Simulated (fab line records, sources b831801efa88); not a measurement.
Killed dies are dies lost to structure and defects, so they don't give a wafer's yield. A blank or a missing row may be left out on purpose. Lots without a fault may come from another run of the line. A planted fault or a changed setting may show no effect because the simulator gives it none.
fab line records | flow gf180mcu
record lots=14 wafers=42 last_day=34
route steps=602 shown VT_IMPLANT@119 MVSD@136 SAB@264 CONTACT@309
lots that met no fault: from a run of the same line without faults
start_h: hours from the record's first day to the start of the lot's first wafer shown | wait_h: hours since the lot's step before | " the same as in the row above | L1.1+2: a row that stands for several wafers | - no value, or no start given | * or withheld: withheld | < > ~ a bound
route shown NAME@n: a module of which the file shows steps, and the number in the route of the first | usual: mean/standard deviation of fault-free wafers | same: alike in all rows | chamber/n: place in a boat | sites: the reading at each site | _std_site: their standard deviation | _edge_site: outer sites' mean less inner sites' | radius_mm: how far each site lies from the wafer's centre | mask NAME#n: copy n | behind: the tool/chamber that last shaped the wafer | hold: why the lot was held/for how many hours/how that ended | device: the transistor (n, p or np) that didn't switch | end of line: the same wafers' tests at the end of the route | a step without rows: its recipe alone | killed: dies lost to structure and defects at the first sort, not the wafer's yield | map: a wafer's dies, x killed, . not, _ none there
set.NAME: the setting as run; set.NAME@STEP: as run at that earlier step | model.NAME: the simulator's own value behind a step, which no gauge read
steps of the route over a sample of lots; a table a step, a row a wafer
services: from which hour (start_h, from the record's first day; less than 0 if before it) a tool's chamber was out of use, for how many hours, and why
## steps
# step GF_VT_IMPLANT_OVL_MEAS_29
# usual VT_IMPLANT_02_OVL=0.3/1
# columns lot.wafer tool chamber start_h wait_h VT_IMPLANT_02_OVL[nm]
L510.2 overlay-01 - 138.80 0.1 -0.5
L510.5 " - " " -0.3
L510.6 " - " " 0.1
L511.3 overlay-01 - 147.13 0.1 0.8
L511.4 " - " " 0.1
L511.5 " - " " 0.7
L512.1 overlay-01 - 154.20 0.1 2.1
L512.3 " - " " -0.8
L512.6 " - " " -0.1
L514.1 overlay-01 - 165.84 0.1 -1.3
L514.3 " - " " -1.1
L514.4 " - " " 0.1
L515.1 overlay-02 - 174.87 0.1 0.0
L515.3 " - " " 1.6
L515.5 " - " " -0.9
L516.1 overlay-02 - 182.17 0.1 1.7
L516.3 " - " " 1.1
L516.6 " - " " 1.5
L517.3 overlay-01 - 185.46 0.1 0.4
L517.4 " - " " 1.3
L517.5 " - " " -0.5
L520.2 overlay-01 - 205.78 0.1 -0.7
L520.3 " - " " -1.1
L520.4 " - " " -0.8
L527.4 overlay-01 - 250.95 0.1 0.5
L527.5 " - " " 0.1
L527.6 " - " " 1.3
L528.1 overlay-02 - 254.59 0.1 1.8
L528.2 " - " " 0.7
L528.3 " - " " 1.1
L529.2 overlay-01 - 269.43 0.1 1.0
L529.5 " - " " -0.2
L529.6 " - " " 0.0
L530.2 overlay-01 - 275.74 0.1 -0.4
L530.4 " - " " 0.1
L530.6 " - " " 0.3
L532.1 overlay-01 - 284.58 0.1 -0.3
L532.3 " - " " -1.2
L532.6 " - " " 0.8
L533.2 overlay-02 - 292.08 0.1 2.1
L533.3 " - " " 0.4
L533.6 " - " " 2.8
# step GF_VT_IMPLANT_RS_MEAS_46
# recipe thk_meas_gauge=four-point-probe
# usual MVSD_RS=456.5/0.93
# columns lot.wafer tool chamber start_h wait_h MVSD_RS[ohm/sq]
L510.2 film_metro-04 - 155.05 0.1 456.7
L510.5 " - " " 456.7
L510.6 " - " " 455.5
L511.3 film_metro-04 - 163.09 0.1 456.5
L511.4 " - " " 455.4
L511.5 " - " " 456.6
L512.1 film_metro-04 - 170.93 0.1 456.2
L512.3 " - " " 455.2
L512.6 " - " " 456.5
L514.1 film_metro-02 - 183.30 0.1 455.0
L514.3 " - " " 456.5
L514.4 " - " " 456.0
L515.1 film_metro-03 - 192.33 0.1 458.4
L515.3 " - " " 457.5
L515.5 " - " " 458.0
L516.1 film_metro-02 - 199.54 0.1 457.3
L516.3 " - " " 457.2
L516.6 " - " " 457.6
L517.3 film_metro-02 - 203.57 0.1 456.1
L517.4 " - " " 457.5
L517.5 " - " " 456.2
L520.2 film_metro-04 - 224.50 0.1 457.0
L520.3 " - " " 456.2
L520.4 " - " " 455.9
L527.4 film_metro-03 - 270.50 0.1 455.5
L527.5 " - " " 456.3
L527.6 " - " " 454.0
L528.1 film_metro-03 - 275.12 0.1 456.0
L528.2 " - " " 456.2
L528.3 " - " " 455.9
L529.2 film_metro-02 - 289.61 0.1 458.0
L529.5 " - " " 457.0
L529.6 " - " " 455.9
L530.2 film_metro-04 - 296.24 0.1 457.5
L530.4 " - " " 457.3
L530.6 " - " " 457.6
L532.1 film_metro-03 - 304.90 0.1 458.0
L532.3 " - " " 455.9
L532.6 " - " " 457.9
L533.2 film_metro-03 - 311.81 0.2 456.0
L533.3 " - " " 455.1
L533.6 " - " " 457.0
# step GF_SAB_CVD_00
# recipe material=SiO2 target_thk_nm=50 precursor=TEOS temp_c=400 time_s=4.9302 rf_w=600
# usual heater_power_w=695/150
# columns lot.wafer tool chamber start_h wait_h heater_power_w
L510.2 pecvd-03 0 314.85 0.1 845
L510.5 " 1 " " 880
L510.6 " 2 " " 683
L511.3 pecvd-01 0 323.78 0.1 555
L511.4 " 1 " " 930
L511.5 " 0 " " 543
L512.1 pecvd-02 2 335.20 0.1 611
L512.3 " 1 " " 739
L512.6 " 1 " " 720
L514.1 pecvd-02 1 349.62 0.1 708
L514.3 " 2 " " 559
L514.4 " 0 " " 517
L515.1 pecvd-02 2 359.61 0.1 679
L515.3 " 1 " " 842
L515.5 " 1 " " 824
L516.1 pecvd-02 1 368.75 0.1 835
L516.3 " 0 " " 511
L516.6 " 2 " " 668
L517.3 pecvd-02 1 373.00 0.1 765
L517.4 " 1 " " 753
L517.5 " 2 " " 630
L520.2 pecvd-03 1 402.14 0.1 831
L520.3 " 0 " " 833
L520.4 " 2 " " 749
L527.4 pecvd-02 1 465.53 0.0 761
L527.5 " 0 " " 499
L527.6 " 2 " " 633
L528.1 pecvd-01 2 469.52 0.1 463
L528.2 " 1 " " 928
L528.3 " 0 " " 559
L529.2 pecvd-02 1 491.30 0.1 810
L529.5 " 0 " " 553
L529.6 " 1 " " 802
L530.2 pecvd-02 2 494.67 0.1 613
L530.4 " 0 " " 558
L530.6 " 2 " " 621
L532.1 pecvd-02 2 501.48 0.1 535
L532.3 " 0 " " 588
L532.6 " 1 " " 813
L533.2 pecvd-01 2 514.35 0.1 425
L533.3 " 0 " " 565
L533.6 " 2 " " 439
# step GF_SAB_THK_MEAS_01
# recipe reads=SiO2_of_SAB_CVD_00
# usual SAB_CVD_00_THK=50.1/0.64
# columns lot.wafer tool chamber start_h wait_h SAB_CVD_00_THK[nm]
L510.2 film_metro-02 - 314.88 0.0 49.5
L510.5 " - " " 49.8
L510.6 " - " " 50.3
L511.3 film_metro-03 - 323.82 0.0 50.1
L511.4 " - " " 50.3
L511.5 " - " " 50.6
L512.1 film_metro-03 - 335.22 0.0 48.9
L512.3 " - " " 49.6
L512.6 " - " " 50.1
L514.1 film_metro-03 - 349.64 0.0 49.7
L514.3 " - " " 48.9
L514.4 " - " " 50.2
L515.1 film_metro-03 - 359.63 0.0 49.3
L515.3 " - " " 48.9
L515.5 " - " " 49.4
L516.1 film_metro-03 - 368.84 0.1 21.8
L516.3 " - " " 49.6
L516.6 " - " " 50.1
L517.3 film_metro-03 - 373.04 0.0 21.8
L517.4 " - " " 22.2
L517.5 " - " " 50.1
L520.2 film_metro-02 - 402.16 0.0 49.1
L520.3 " - " " 49.4
L520.4 " - " " 50.2
L527.4 film_metro-03 - 465.57 0.0 50.6
L527.5 " - " " 50.3
L527.6 " - " " 49.9
L528.1 film_metro-03 - 469.54 0.0 49.7
L528.2 " - " " 50.1
L528.3 " - " " 49.6
L529.2 film_metro-02 - 491.33 0.0 49.7
L529.5 " - " " 50.2
L529.6 " - " " 50.7
L530.2 film_metro-02 - 494.70 0.0 49.4
L530.4 " - " " 49.8
L530.6 " - " " 49.8
L532.1 film_metro-03 - 501.50 0.0 49.9
L532.3 " - " " 51.0
L532.6 " - " " 51.0
L533.2 film_metro-02 - 514.38 0.0 49.4
L533.3 " - " " 49.7
L533.6 " - " " 51.1
# step GF_CONTACT_SPUTTER_22
# recipe material=Ti target_thk_nm=15 chamber_pressure_pa=5 power_w=2500 substrate_temp_c=200 time_s=80.02
# usual throttle_valve_pct=29.7/1
# columns lot.wafer tool chamber start_h wait_h throttle_valve_pct
L510.2 pvd_sputter-04 - 358.56 0.0 29.7
L510.5 " - " " 31.3
L510.6 " - " " 29.4
L511.3 pvd_sputter-02 - 368.23 0.0 31.0
L511.4 " - " " 28.5
L511.5 " - " " 28.7
L512.1 pvd_sputter-02 - 380.25 0.0 28.3
L512.3 " - " " 31.4
L512.6 " - " " 28.7
L514.1 pvd_sputter-04 - 395.63 0.0 28.9
L514.3 " - " " 29.6
L514.4 " - " " 29.2
L515.1 pvd_sputter-01 - 406.69 0.0 28.6
L515.3 " - " " 29.9
L515.5 " - " " 31.4
L516.1 pvd_sputter-02 - 416.92 0.0 31.1
L516.3 " - " " 29.8
L516.6 " - " " 29.6
L517.3 pvd_sputter-02 - 422.19 0.0 31.5
L517.4 " - " " 28.7
L517.5 " - " " 28.7
L520.2 pvd_sputter-04 - 453.76 0.0 29.0
L520.3 " - " " 29.2
L520.4 " - " " 31.3
L527.4 pvd_sputter-04 - 516.08 0.0 29.8
L527.5 " - " " 29.2
L527.6 " - " " 30.0
L528.1 pvd_sputter-01 - 519.34 0.0 29.8
L528.2 " - " " 31.3
L528.3 " - " " 28.6
L529.2 pvd_sputter-02 - 539.68 0.0 28.6
L529.5 " - " " 28.5
L529.6 " - " " 28.3
L530.2 pvd_sputter-02 - 542.71 0.0 29.8
L530.4 " - " " 31.4
L530.6 " - " " 31.3
L532.1 pvd_sputter-01 - 548.57 0.0 28.4
L532.3 " - " " 31.4
L532.6 " - " " 28.6
L533.2 pvd_sputter-04 - 562.02 0.0 29.1
L533.3 " - " " 31.3
L533.6 " - " " 31.2
## services
# columns tool chamber start_h hours kind
pvd_sputter-04 - 316.36 4.4 repair
pvd_sputter-04 0 330.45 - consumable_replace:kit
pvd_sputter-04 0 330.45 18.0 scheduled_down
pvd_sputter-04 0 330.45 18.0 vent_cycle
pecvd-02 - 331.67 2.0 repair
pvd_sputter-01 - 333.04 0.6 repair
pecvd-03 - 368.88 14.0 pm
pecvd-03 0 368.88 14.0 vent_cycle
pvd_sputter-01 - 379.76 8.3 repair
pvd_sputter-01 - 382.13 4.6 repair
pecvd-03 1 412.80 6.2 repair
pvd_sputter-01 0 423.19 - consumable_replace:kit
pvd_sputter-01 0 423.19 18.0 scheduled_down
pvd_sputter-01 0 423.19 18.0 vent_cycle
pvd_sputter-01 - 426.78 1.5 repair
pecvd-03 0 436.72 10.1 repair
pecvd-02 - 439.07 0.7 repair
pecvd-01 - 456.74 1.4 repair
pecvd-02 - 459.24 1.6 repair
pvd_sputter-01 - 473.34 8.7 repair
pecvd-01 - 486.15 5.3 repair
pvd_sputter-02 - 522.85 1.7 repair
pvd_sputter-04 - 556.05 2.8 repair
pecvd-02 - 560.54 1.6 repair
## key
first_sign step=GF_SAB_THK_MEAS_01 reading=SAB_CVD_00_THK direction=down sigmas=44 usual=50.1 struck=21.9
effect none on later readings
met_at GF_SAB_CVD_00
struck_lots L516,L517
struck_wafers L516.1,L517.3,L517.4
tester_left_out L516,L517
not_acting_at GF_VT_IMPLANT_OVL_MEAS_29,GF_VT_IMPLANT_RS_MEAS_46,GF_CONTACT_SPUTTER_22
onset_between 359.61 368.75
fault kind=process_parameter_drift tool=pecvd-02 chamber=1 onset_h=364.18 steps=GF_SAB_CVD_00 channel=target_thk_nm offset=-27.805 shape=step end_h=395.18 acts_in=these_recipes_only stated=50
# tester_left_out: of these lots the tester's yield and bins aren't shown, on N5 and GAA mostly nor the transistor test; their killed dies are dies lost to structure and defects alone, not to doping, threshold or leakage, so they don't give the yield
